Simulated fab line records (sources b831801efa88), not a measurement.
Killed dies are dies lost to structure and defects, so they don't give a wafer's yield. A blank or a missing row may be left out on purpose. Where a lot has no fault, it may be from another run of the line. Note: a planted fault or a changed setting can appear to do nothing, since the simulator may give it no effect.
Which tool did it? | flow gf180mcu | 39 wafers from 13 lots sampled at 4 of the route's 602 steps

== WHAT THE GAUGES READ, wafer by wafer ==
GF_HV_LDD_OVL_MEAS_20.
lot  | measured     | on         | HV_LDD_01_OVL (nm)
L906 | day 11 10:51 | overlay-01 | -2.6 -1.1 -2.6
L907 | day 11 14:55 | overlay-02 | 0.1 0.3 -0.1
L914 | day 13 17:27 | overlay-01 | 1.0 1.4 -0.5
L918 | day 14 21:33 | overlay-01 | 0.8 2.2 0.9
L919 | day 15 08:26 | overlay-01 | 0.4 0.9 0.2
L922 | day 16 05:13 | overlay-01 | 1.7 -0.2 0.3
L923 | day 16 15:23 | overlay-01 | -0.4 -2.5 -2.2
L924 | day 16 20:27 | overlay-02 | -0.1 -2.0 -2.6
L925 | day 17 02:50 | overlay-01 | 0.9 0.6 -0.5
L926 | day 17 12:17 | overlay-01 | 1.2 -1.0 0.5
L927 | day 17 19:11 | overlay-02 | 0.4 2.2 -0.3
L928 | day 18 04:05 | overlay-01 | -0.7 -1.1 -2.1
L929 | day 18 13:53 | overlay-02 | -0.6 -2.4 0.4

GF_PSD_CD_MEAS_07: the cd target is 400 nm.
lot  | measured     | on        | cd_nm (nm)
L906 | day 15 00:35 | cd_sem-01 | 405.3 401.7 401.9
L907 | day 15 07:53 | cd_sem-02 | 399.7 402.1 400.7
L914 | day 17 14:33 | cd_sem-01 | 397.3 400.0
L918 | day 18 23:47 | cd_sem-02 | 400.6 399.2 400.7
L919 | day 19 11:43 | cd_sem-02 | 398.2 396.5 397.7
L922 | day 20 10:56 | cd_sem-02 | 402.8 401.8 402.8
L923 | day 20 21:28 | cd_sem-01 | 403.5 404.5 403.2
L924 | day 21 02:55 | cd_sem-02 | 400.8 400.1 401.4
L925 | day 21 09:07 | cd_sem-01 | 399.4 399.0 401.2
L926 | day 21 19:04 | cd_sem-01 | 399.8 397.7 401.1
L927 | day 22 02:19 | cd_sem-01 | 397.5 395.1 396.3
L928 | day 22 10:59 | cd_sem-02 | 403.3 403.5 405.3
L929 | day 22 21:16 | cd_sem-01 | 399.7 398.2 400.5

== TOOL THAT RAN EACH LOT (tool first, then ch and the chambers of the sampled wafers, then the start) ==
lot  | GF_POLY_GATE_ETCH_12               | GF_HV_LDD_ETCHBACK_58
L906 | rie_diel-02 ch 0,1,3, day 9 20:46  | rie_diel-02 ch 0,2,3, day 13 05:42
L907 | rie_diel-03 ch 0,1,3, day 10 00:02 | rie_diel-04 ch 1,2,3, day 13 12:55
L914 | rie_diel-01 ch 2,3, day 11 22:43   | rie_diel-04 ch 0,1,3, day 15 16:09
L918 | rie_diel-01 ch 0,3, day 13 01:52   | rie_diel-03 ch 0,2,3, day 16 22:53
L919 | rie_diel-03 ch 0,1,3, day 13 11:32 | rie_diel-03 ch 0,2,3, day 17 09:45
L922 | rie_diel-01 ch 1,2,3, day 14 07:26 | rie_diel-03 ch 0,3, day 18 07:45
L923 | rie_diel-02 ch 0,2,3, day 14 16:38 | rie_diel-02 ch 0,3, day 18 19:42
L924 | rie_diel-01 ch 0,1, day 14 20:38   | rie_diel-03 ch 1,3, day 19 00:22
L925 | rie_diel-02 ch 0,1,2, day 15 02:13 | rie_diel-02 ch 0,1,2, day 19 06:59
L926 | rie_diel-02 ch 1,2,3, day 15 12:04 | rie_diel-04 ch 0,1,2, day 19 18:08
L927 | rie_diel-01 ch 0,1, day 15 18:01   | rie_diel-02 ch 0,2,3, day 20 01:08
L928 | rie_diel-03 ch 0,1, day 16 02:25   | rie_diel-02 ch 0,1,2, day 20 10:38
L929 | rie_diel-01 ch 0,1, day 16 11:49   | rie_diel-02 ch 0,1,3, day 20 21:35
- GF_POLY_GATE_ETCH_12: etches BARC in N2/H2.
- GF_HV_LDD_ETCHBACK_58: etches Si3N4 in CH3F/O2, stops on SiO2, time 100 s, target depth 90 nm.

== AS READ BY THE TOOLS THEMSELVES (means over the sampled wafers that have a number; for cases with no such wafer, the mark the record gives instead) ==
GF_POLY_GATE_ETCH_12.
lot  | tool        | bias_w (W) | drypump_motor_current_A (A) | n2_flow_sccm (sccm) | oes_product_au (a.u.) | throttle_valve_pct (%)
L906 | rie_diel-02 | 100.2      | 5.8                         | 100.4               | 0.737                 | 13.209
L907 | rie_diel-03 | 100.1      | 6.3                         | 99.8                | 0.739                 | 13.215
L914 | rie_diel-01 | 100.2      | 6.7                         | 100.4               | 0.735                 | 13.220
L918 | rie_diel-01 | 99.9       | 6.0                         | 99.8                | 0.735                 | 13.219
L919 | rie_diel-03 | 100.0      | 6.2                         | 99.9                | 0.739                 | 13.208
L922 | rie_diel-01 | 100.1      | 6.4                         | 100.2               | 0.735                 | 13.214
L923 | rie_diel-02 | 100.0      | 5.7                         | 100.2               | 0.732                 | 13.209
L924 | rie_diel-01 | 100.2      | 5.9                         | 100.1               | 0.738                 | 13.217
L925 | rie_diel-02 | 99.8       | 6.0                         | 99.7                | 0.726                 | 13.213
L926 | rie_diel-02 | 100.4      | 5.8                         | 100.1               | 0.737                 | 13.215
L927 | rie_diel-01 | 100.2      | 5.8                         | 99.9                | 0.734                 | 13.215
L928 | rie_diel-03 | 100.2      | 6.2                         | 100.0               | 0.733                 | 13.212
L929 | rie_diel-01 | 100.3      | 5.8                         | 99.9                | 0.733                 | 13.219

GF_HV_LDD_ETCHBACK_58.
lot  | tool        | bias_w (W) | drypump_motor_current_A (A) | oes_product_au (a.u.) | throttle_valve_pct (%)
L906 | rie_diel-02 | 80.08      | 5.6                         | 0.846                 | 10.554
L907 | rie_diel-04 | 80.18      | 5.9                         | 0.841                 | 10.561
L914 | rie_diel-04 | 80.18      | 5.6                         | 0.829                 | 10.562
L918 | rie_diel-03 | 79.84      | 5.8                         | 0.841                 | 10.560
L919 | rie_diel-03 | 79.97      | 5.7                         | 0.833                 | 10.565
L922 | rie_diel-03 | 79.87      | 6.1                         | 0.840                 | 10.565
L923 | rie_diel-02 | 80.00      | 5.6                         | 0.842                 | 10.565
L924 | rie_diel-03 | 79.95      | 6.3                         | 0.830                 | 10.560
L925 | rie_diel-02 | 79.98      | 6.0                         | 0.845                 | 10.572
L926 | rie_diel-04 | 80.02      | 5.7                         | 0.845                 | 10.553
L927 | rie_diel-02 | 80.03      | 5.6                         | 0.838                 | 10.563
L928 | rie_diel-02 | 80.18      | 6.0                         | 0.844                 | 10.562
L929 | rie_diel-02 | 80.18      | 5.8                         | 0.844                 | 10.567

== THE ANSWER, worked out from the rows above alone ==
Rule: what is usual is taken from the lots themselves. Put in order of their means at a reading, lots are off if they are a third of the lots or fewer, leave a main group of 4 or more, and stand apart from it by a gap of 3 or more times the standard deviation of the main group's means; of several such gaps the widest counts. A main group is skipped when, at the precision printed for the reading in the tables above, its means are all equal. A lot without any number at a reading at which 4 lots or more have one is off too. Any other lot the step has rows for is counted as sound. The gauges are gone through in route order, then the tools' own readings, and for those a lot's mean is taken as printed above. The first step at which some lot is off is used, and at that step the reading that is off furthest; a lot without a number counts as furthest.
Across all readings shown, no lot is off: no conclusion can be drawn from this.

== WHAT HAD BEEN PUT IN BY THE SIMULATOR ==
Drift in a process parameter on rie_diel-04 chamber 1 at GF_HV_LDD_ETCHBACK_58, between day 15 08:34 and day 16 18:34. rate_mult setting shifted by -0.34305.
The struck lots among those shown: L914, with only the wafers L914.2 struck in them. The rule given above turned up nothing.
